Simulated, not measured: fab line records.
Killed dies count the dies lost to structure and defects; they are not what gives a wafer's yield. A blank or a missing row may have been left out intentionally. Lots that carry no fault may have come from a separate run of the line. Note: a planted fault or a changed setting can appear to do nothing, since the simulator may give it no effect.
Chamber matching    flow sky130    SKY_VIA2_ETCH_15 on rieDiel-04 has 4 sister chambers
The step etches SiO2 in C4F8/O2/Ar, stops on TiN, target depth 546 nm, time 84 s. 16 wafers are shown with their chamber, then 8 later ones without.

## WAFERS, EACH WITH ITS CHAMBER
wafer   chamber  oesProductAu (a.u.)  chamberPressureMTorr (mTorr)
L075.1  0        0.939                40.04
L075.4  3        0.934                40.04
L075.6  0        0.939                40.02
L084.2  1        0.942                40.05
L084.3  2        0.945                39.99
L084.6  3        0.940                40.02
L082.3  0        0.937                39.99
L082.4  1        0.935                39.96
L082.5  2        0.936                39.93
L087.1  1        0.937                39.99
L087.3  0        0.935                40.00
L087.5  1        0.939                40.00
L089.1  0        0.940                39.94
L089.3  3        0.931                39.96
L089.6  2        0.946                40.01
L092.1  2        0.937                39.99

SIGNATURES, as means of the wafers listed above
reading               chamber 0  chamber 1  chamber 2  chamber 3  scatter within a chamber
oesProductAu          0.93800    0.93825    0.94100    0.93500    0.00373
chamberPressureMTorr  39.9980    40.0000    39.9800    40.0067    0.0376
Rule: a wafer's distance from a chamber is the root of the sum, over the readings, of the square of ((its reading less the chamber's mean) divided by the reading's scatter). The wafer belongs to the nearest chamber; if the next one is less than 2 further off, it can't be placed. The scatter: the root of (the sum of the squares of (reading less its chamber's mean) over the shown wafers, divided by (wafers less chambers)).

## WAFERS MISSING THEIR CHAMBER
wafer   oesProductAu (a.u.)  chamberPressureMTorr (mTorr)
L092.2  0.939                39.94
L092.5  0.937                40.00
L093.2  0.944                40.03
L093.3  0.936                40.03
L093.4  0.940                39.99
L095.1  0.941                40.02
L095.3  0.935                40.00
L095.5  0.942                40.03

## EACH ONE'S CHAMBER
wafer   from the rows above                in truth
L092.2  can't be placed: 2 or 0 or 1 or 3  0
L092.5  can't be placed: 0 or 1 or 3 or 2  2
L093.2  can't be placed: 2 or 1 or 0 or 3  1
L093.3  can't be placed: 3 or 1 or 0 or 2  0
L093.4  can't be placed: 2 or 1 or 0 or 3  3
L095.1  can't be placed: 1 or 0 or 2 or 3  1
L095.3  can't be placed: 3 or 0 or 1 or 2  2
L095.5  can't be placed: 1 or 2 or 0 or 3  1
Placed correctly: 0 of 8. Unplaceable from these rows: 8, with the true chamber sitting among the candidates in 8. Number placed wrongly: 0.
